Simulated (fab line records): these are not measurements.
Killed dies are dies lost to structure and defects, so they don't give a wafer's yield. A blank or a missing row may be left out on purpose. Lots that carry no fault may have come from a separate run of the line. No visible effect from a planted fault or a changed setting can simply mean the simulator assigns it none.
The same fault as seen by 2 desks || flow sfqLine || each desk has only its own numbers; what lay behind them comes last

FOR THE TOOL OWNER'S DESK: lithoTrack-03
The tool's own readings at SFQ_TRILAYER_M1_LITHO_PEB_042 (peb time 60 s): means of the sampled wafers that have a number, for each lot that ran on this tool. If a lot's mean is further than 4 standard deviations from the usual mean, the lot is out of limits and carries the mark OUT (the distance appears in the brackets).
Columns: A = chillPlateTempC at SFQ_TRILAYER_M1_LITHO_PEB_042, usual 23.00 C; B = exhaustPa at SFQ_TRILAYER_M1_LITHO_PEB_042, usual 45.0 Pa
{"lot": "L146", "first seen here": "day 24 22:03", "A": 22.89, "B": 44.8}
{"lot": "L150", "first seen here": "day 26 14:05", "A": 23.02, "B": 44.9}
{"lot": "L154", "first seen here": "day 27 22:36", "A": 22.98, "B": 45.7}
{"lot": "L159", "first seen here": "day 29 19:28", "A": 23.01, "B": 45.4}
{"lot": "L162", "first seen here": "day 31 06:25", "A": 22.93, "B": 45.8}
{"lot": "L163", "first seen here": "day 31 16:02", "A": 23.01, "B": 46.1}
{"lot": "L166", "first seen here": "day 33 02:47", "A": 23.01, "B": 44.5}
This desk's finding: nothing out of limits on any of the 7 lots.

FROM THE METROLOGY DESK
Means of the sampled wafers that have a number, per lot and without regard to the tool the lot ran on: this is what the gauges read. If a lot's mean is further than 4 standard deviations from the usual mean, the lot is out of limits and carries the mark OUT (the distance appears in the brackets).
Columns: A = M1_OVL at SFQ_M1_OVL_MEAS_911, usual -1 nm
{"lot": "L145", "first seen here": "day 24 06:35", "A": 5}
{"lot": "L146", "first seen here": "day 24 22:19", "A": 3}
{"lot": "L148", "first seen here": "day 25 22:47", "A": -3}
{"lot": "L150", "first seen here": "day 26 14:23", "A": 8}
{"lot": "L154", "first seen here": "day 27 22:54", "A": -3}
{"lot": "L157", "first seen here": "day 29 05:22", "A": -5}
{"lot": "L159", "first seen here": "day 29 19:46", "A": 5}
{"lot": "L161", "first seen here": "day 30 07:46", "A": -5}
{"lot": "L162", "first seen here": "day 31 06:41", "A": 2}
{"lot": "L163", "first seen here": "day 31 16:17", "A": -4}
{"lot": "L166", "first seen here": "day 33 03:05", "A": -1}
{"lot": "L167", "first seen here": "day 33 11:29", "A": 1}
This desk's finding: nothing out of limits on any of the 12 lots.

BROUGHT TOGETHER
The tool owner's desk saw nothing out of limits.
The metrology desk saw nothing out of limits.

WHAT WAS PUT IN BY THE SIMULATOR
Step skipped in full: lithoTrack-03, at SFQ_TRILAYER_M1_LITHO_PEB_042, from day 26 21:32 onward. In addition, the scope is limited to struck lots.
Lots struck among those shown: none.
